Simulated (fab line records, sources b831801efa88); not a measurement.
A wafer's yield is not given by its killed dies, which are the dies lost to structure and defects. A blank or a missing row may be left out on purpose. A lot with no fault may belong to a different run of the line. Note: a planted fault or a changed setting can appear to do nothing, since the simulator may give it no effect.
Which tool did it? | flow sky130 | 36 wafers from 12 lots sampled at 2 of the route's 708 steps

== WHAT EACH GAUGE READ, for each wafer ==
SKY_VIA4_RS_MEAS_19: a four-point-probe measurement.
lot  | measured     | on            | VIA4_W_RS (ohm/sq)
L614 | day 43 04:47 | film-metro-03 | 0.224 0.224 0.223
L615 | day 43 20:49 | film-metro-03 | 0.228 0.227 0.227
L617 | day 43 21:03 | film-metro-02 | 0.227 0.226 0.227
L616 | day 44 02:59 | film-metro-04 | 0.227 0.226 0.225
L618 | day 44 19:47 | film-metro-03 | 0.229 0.228 0.223
L619 | day 45 07:37 | film-metro-02 | 0.227 0.224 0.214
L620 | day 45 12:33 | film-metro-04 | 0.231 0.228 0.227
L626 | day 46 22:44 | film-metro-03 | 0.224 0.225 0.226
L627 | day 47 04:27 | film-metro-04 | 0.219 0.224 0.217
L629 | day 47 06:18 | film-metro-04 | 0.230 0.217 0.229
L628 | day 47 07:14 | film-metro-04 | 0.220 0.218 0.228
L632 | day 47 19:54 | film-metro-03 | 0.225 0.221 0.217

== WHAT TOOL EACH LOT RAN ON (gives the tool, then ch and the chambers of the sampled wafers, and finally the start) ==
lot  | SKY_CONTACT_CVD_24
L614 | cvd-w-01 ch 0,1, day 32 00:13
L615 | cvd-w-02 ch 0,1, day 32 19:53
L617 | cvd-w-02 ch 0,1, day 32 23:31
L616 | cvd-w-01 ch 0,1, day 33 03:18
L618 | cvd-w-02 ch 0,1, day 33 22:47
L619 | cvd-w-01 ch 0,1, day 34 14:40
L620 | cvd-w-01 ch 0,1, day 34 20:40
L626 | cvd-w-01 ch 0,1, day 36 18:22
L627 | cvd-w-01 ch 0,1, day 36 21:30
L629 | cvd-w-02 ch 0,1, day 37 00:37
L628 | cvd-w-01 ch 0,1, day 37 01:01
L632 | cvd-w-02 ch 0,1, day 37 18:14
- SKY_CONTACT_CVD_24: deposits W, target thk 340 nm, time 102.12 s.

== AS READ BY THE TOOLS THEMSELVES (means over the sampled wafers that have a number; for cases with no such wafer, the mark the record gives instead) ==
SKY_CONTACT_CVD_24.
lot  | tool     | heater-power-w (W)
L614 | cvd-w-01 | 855
L615 | cvd-w-02 | 935
L617 | cvd-w-02 | 944
L616 | cvd-w-01 | 859
L618 | cvd-w-02 | 924
L619 | cvd-w-01 | 917
L620 | cvd-w-01 | 858
L626 | cvd-w-01 | 862
L627 | cvd-w-01 | 856
L629 | cvd-w-02 | 925
L628 | cvd-w-01 | 921
L632 | cvd-w-02 | 924

== THE ANSWER, worked out from the rows above alone ==
Rule: the lots themselves supply what counts as usual. The widest of any qualifying gaps counts: lots, ordered by their means at a reading, are off when they make up no more than a third of the lots, leave a main group of 4 or more, and stand apart from it by 3 or more times the standard deviation of that group's means. Not used: any main group whose means are identical at the precision the tables above print for the reading. Also off: a lot with no number at a reading for which 4 or more lots have one. Any other lot the step has rows for is counted as sound. First the gauges in route order, then the tools' own readings, where a lot's mean is used as printed above. At the first step where some lot is off, the reading lying furthest off is the one used; lots without a number count as furthest.
None of the lots is off at any reading shown; this tells nothing.

== WHAT THE SIMULATOR PUT IN ==
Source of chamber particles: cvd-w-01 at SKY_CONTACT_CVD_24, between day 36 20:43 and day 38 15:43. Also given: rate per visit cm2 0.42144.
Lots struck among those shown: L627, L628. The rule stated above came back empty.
